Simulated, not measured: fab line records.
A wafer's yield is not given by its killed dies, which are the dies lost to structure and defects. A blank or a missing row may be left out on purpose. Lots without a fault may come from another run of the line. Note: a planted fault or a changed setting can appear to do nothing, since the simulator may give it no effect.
Comparing a struck lot with a sound one ; flow sky130 ; 32 steps out of a route of 708
Sound: these wafers, L888.1, L888.5, L888.6. Struck: wafers L895.2, L895.5, L895.6. Last of all comes the cause.
Each step with rows lists, per side, the tool, then ch with its chambers, then its first start. Under that, the readings that differ: sound wafers ; struck wafers ; difference of the means ; sigmas: that difference in standard deviations of wafers without a fault.
alike: same words and numbers on both sides, and readings whose means sit less than 2 such deviations apart. not compared: any withheld reading, any reading some wafer has no value for, any bound like >300 that may hide the same value, and any number with overlapping values for which the record gives no deviation.
A row with sigmas, a row that says differs or no value, or rows on one side alone: a step with any of these is where the two part. Numbers that have no deviation but don't overlap get no sigmas and don't part them. A reading that every wafer of one side lacks parts them only if that side has two wafers or more.

first, 5 steps without rows for these wafers: SKY_VIA1_STRIP_17 (strips in post etch residue remover, time 1200 s); SKY_VIA1_CLEAN_18 (cleans in IPA, time 180 s); SKY_VIA1_CLEAN_19 (cleans in O3/DIW); SKY_VIA1_SPUTTER_20 (material TiN, target thk 20 nm, time 80 s); SKY_VIA1_CVD_21 (deposits W, target thk 270 nm, time 80.902 s).
SKY_VIA1_RS_MEAS_22: a four-point-probe measurement.
  sound: film metro-01 at day 34 08:48; struck: film metro-02 at day 36 10:27
  alike: VIA1_W_RS
SKY_VIA1_THK_MEAS_23: measures by xrf.
  sound: film metro-01 at day 34 08:55; struck: film metro-02 at day 36 10:34
  alike: VIA1_W_THK
SKY_VIA1_CMP_24: polishes, stops on SiO2, t overpolish 15 s, target thk 0 nm.
  sound on cmp-01 ch 1,2, day 34 09:02; struck on cmp-02 ch 0,1,2, day 36 10:46
  alike: motor current A, overpolish run s, slurry flow ml min, time to endpoint s
SKY_METAL2_SPUTTER_00: material Ti, target thk 15 nm, time 10 s.
  sound: pvd sputter-02 at day 34 09:17; struck: pvd sputter-02 at day 36 10:55
  alike: throttle valve pct
then, 1 step without rows for these wafers: SKY_METAL2_SPUTTER_01 (material TiN, target thk 20 nm, time 16.7 s).
SKY_METAL2_SPUTTER_02: material AlCu, target thk 250 nm, time 13.3 s.
  sound: pvd sputter-02 at day 34 09:20; struck: pvd sputter-02 at day 36 10:58
  alike: throttle valve pct
then, 1 step without rows for these wafers: SKY_METAL2_SPUTTER_03 (material Ti, target thk 5 nm, time 3.3 s).
SKY_METAL2_SPUTTER_04: material TiN, target thk 70 nm, time 58.3 s.
  sound: pvd sputter-02 at day 34 09:22; struck: pvd sputter-02 at day 36 11:00
reading;sound;struck;difference;sigmas
model.TiN_of_METAL2_SPUTTER_04.thk nm (nm);69.04 69.39 69.18;64.61 61.99 62.59;-6.14;
  alike: throttle valve pct
SKY_METAL2_RS_MEAS_05: a four-point-probe measurement.
  sound: film metro-04 at day 34 09:25; struck: film metro-04 at day 36 11:04
  alike: METAL2_ALCU_RS
SKY_METAL2_THK_MEAS_06: measures by xrf.
  sound: film metro-04 at day 34 09:32; struck: film metro-04 at day 36 11:11
  alike: METAL2_ALCU_THK
then, 8 steps without rows for these wafers: SKY_METAL2_DEHYDRATE_07 (time 60 s); SKY_METAL2_HMDS_08 (prime time 60 s); SKY_METAL2_COAT_09 (resist thk 60 nm); SKY_METAL2_COAT_10 (resist thk 450 nm); SKY_METAL2_SOFTBAKE_11 (time 90 s); SKY_METAL2_EXPOSE_12 (exposes mask MM2, target cd 140 nm); SKY_METAL2_PEB_13; SKY_METAL2_DEVELOP_14 (develop time 60 s).
SKY_METAL2_CD_MEAS_15 targets a cd of 140 nm.
  sound: cd sem-02 at day 35 12:11; struck: cd sem-01 at day 37 13:17
  alike: cd nm
SKY_METAL2_OVL_MEAS_16:
  sound: overlay-01 at day 35 12:18; struck: overlay-01 at day 37 13:23
reading;sound;struck;difference;sigmas
METAL2_OVL (nm);-10 -11 -9;5 3 3;+14;+3
SKY_METAL2_DESCUM_17: chemistry O2, time 8 s.
  sound on rie metal-03 ch 0,1, day 35 12:20; struck on rie metal-02 ch 0,1, day 37 13:25
  alike: chamber pressure mTorr, drypump motor current A, oes product au
  not compared: rf hours counter h
then, 1 step without rows for these wafers: SKY_METAL2_ETCH_18 (etches BARC in N2/H2, stops on SiO2, time 45.9 s, target depth 60 nm).
SKY_METAL2_METAL_ETCH_19: etches the open film in Cl2/BCl3, stops on SiO2, target depth 360 nm, time 78 s.
  sound on rie metal-03 ch 0,1, day 35 12:26; struck on rie metal-02 ch 0,1, day 37 13:31
  alike: chamber pressure mTorr, drypump motor current A, oes product au, throttle valve pct
  not compared: rf hours counter h
then, 1 step without rows for these wafers: SKY_METAL2_STRIP_20 (strips in O2/N2).
SKY_METAL2_STRIP_21: strips in post etch residue remover, time 1200 s.
  sound on wet bench-03 ch 1, day 35 12:37; struck on wet bench-01 ch 2, day 37 13:42
reading;sound;struck;difference;sigmas
model.TiN_of_METAL2_SPUTTER_04.thk nm (nm);68.62 68.97 68.76;64.19 61.57 62.17;-6.14;
then, 1 step without rows for these wafers: SKY_METAL2_CLEAN_22 (cleans in IPA, time 180 s).
-- the record jumps here: 10 days lie between the struck wafers' starts before and after (it left off in module METAL2 and takes up again in module PAD_OPEN, whose first step shown is number 708 of the route) --
SKY_PAD_OPEN_PROBE_99:
  sound: prober-02 at day 46 03:08; struck: prober-01 at day 47 18:41
  alike: defect limited yield, killed_at_M0_to_M3, killed_at_M4_up, killed at contacts, killed at front end, killed at other, killed dies, killed open, killed short, sort_bin_3_pad_short, sort_bin_5_function, sort_bin_6_memory, sort n pass, sort yield pct

## WHERE THEY PART
Only at SKY_METAL2_OVL_MEAS_16, as far as this record shows. Later steps at which nothing parts them and some readings are alike: SKY_METAL2_DESCUM_17, SKY_METAL2_METAL_ETCH_19, SKY_PAD_OPEN_PROBE_99.

WHY: what had been put in by the simulator
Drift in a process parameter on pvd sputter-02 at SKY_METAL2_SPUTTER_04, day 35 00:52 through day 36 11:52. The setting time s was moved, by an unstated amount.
